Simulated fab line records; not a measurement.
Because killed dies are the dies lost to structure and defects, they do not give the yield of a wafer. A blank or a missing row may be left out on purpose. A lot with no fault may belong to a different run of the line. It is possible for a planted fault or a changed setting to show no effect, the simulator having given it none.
Which of the tools did it?	flow sky130	11 lots, 33 wafers sampled, at 4 steps of a route of 708

## WHAT THE GAUGES SHOWED, per wafer
SKY_SD_N_TW_MEAS_12.
lot	measured	on	SD_N_TW
L917	day 29 03:13	film metro-01	4029 4044 4048
L919	day 29 15:46	film metro-04	3988 4033 4028
L921	day 30 05:13	film metro-01	4001 4027 4016
L922	day 30 17:29	film metro-04	4018 4018 4005
L924	day 31 06:46	film metro-02	3991 4032 4008
L925	day 31 15:43	film metro-01	4001 4009 4031
L928	day 32 14:53	film metro-01	4116 4123 4130
L929	day 32 22:04	film metro-04	4034 4027 4000
L936	day 34 19:49	film metro-02	4102 4093 4087
L937	day 35 01:29	film metro-01	4018 4010 4005
L938	day 35 10:02	film metro-04	4036 4015 4021

## EACH LOT AND THE TOOL THAT RAN IT (in order: tool; ch and the chambers of the sampled wafers; start)
lot	SKY_RES_XHIGH_STRIP_08	SKY_SD_N_IMPLANT_09	SKY_SD_N_STRIP_11
L917	plasma asher-03 ch 0,1, day 27 22:12	implanter-02 ch 0, day 29 02:49	plasma asher-03 ch 0,1, day 29 03:07
L919	plasma asher-01 ch 0,1, day 28 12:03	implanter-01 ch 0, day 29 15:22	plasma asher-02 ch 0,1, day 29 15:40
L921	plasma asher-03 ch 0,1, day 29 00:46	implanter-03 ch 0, day 30 04:49	plasma asher-02 ch 0,1, day 30 05:07
L922	plasma asher-04 ch 0,1, day 29 13:04	implanter-03 ch 0, day 30 17:06	plasma asher-04 ch 0,1, day 30 17:22
L924	plasma asher-01 ch 0,1, day 30 02:34	implanter-02 ch 0, day 31 06:22	plasma asher-03 ch 0,1, day 31 06:40
L925	plasma asher-03 ch 0,1, day 30 11:40	implanter-03 ch 0, day 31 15:19	plasma asher-04 ch 0,1, day 31 15:37
L928	plasma asher-01 ch 0,1, day 31 11:22	implanter-01 ch 0, day 32 14:11	plasma asher-04 ch 0,1, day 32 14:47
L929	plasma asher-03 ch 0,1, day 31 18:04	implanter-01 ch 0, day 32 21:40	plasma asher-04 ch 0,1, day 32 21:58
L936	plasma asher-03 ch 0,1, day 33 16:16	implanter-02 ch 0, day 34 19:06	plasma asher-02 ch 0,1, day 34 19:43
L937	plasma asher-04 ch 0,1, day 33 23:00	implanter-01 ch 0, day 35 01:07	plasma asher-03 ch 0,1, day 35 01:24
L938	plasma asher-04 ch 0,1, day 34 08:08	implanter-01 ch 0, day 35 09:40	plasma asher-03 ch 0,1, day 35 09:56
- SKY_RES_XHIGH_STRIP_08: strips in O2/N2.
- SKY_SD_N_IMPLANT_09
- SKY_SD_N_STRIP_11: strips in O2/N2.

## THE ANSWER, worked out from the rows above alone
Rule: usual is defined by the lots themselves. Put in order of their means at a reading, lots are off if they are a third of the lots or fewer, leave a main group of 4 or more, and stand apart from it by a gap of 3 or more times the standard deviation of the main group's means; of several such gaps the widest counts. A main group whose means are all the same, to the digits that the tables above print for the reading, isn't used. A lot without any number at a reading at which 4 lots or more have one is off too. Where the step has rows for the other lots, those lots are counted as sound.
Off: L928, L936, at SKY_SD_N_TW_MEAS_12 (SD_N_TW). Main group: mean 4018, sd 8.8.
If a tool, at a process step before that reading, ran all the lots that are off and no sound lot after the first of them, it fits. Gauges at SKY_SD_N_TW_MEAS_12: tried the same way as those tools. None of those tried fits.

## WHAT THE SIMULATOR HAD PUT IN
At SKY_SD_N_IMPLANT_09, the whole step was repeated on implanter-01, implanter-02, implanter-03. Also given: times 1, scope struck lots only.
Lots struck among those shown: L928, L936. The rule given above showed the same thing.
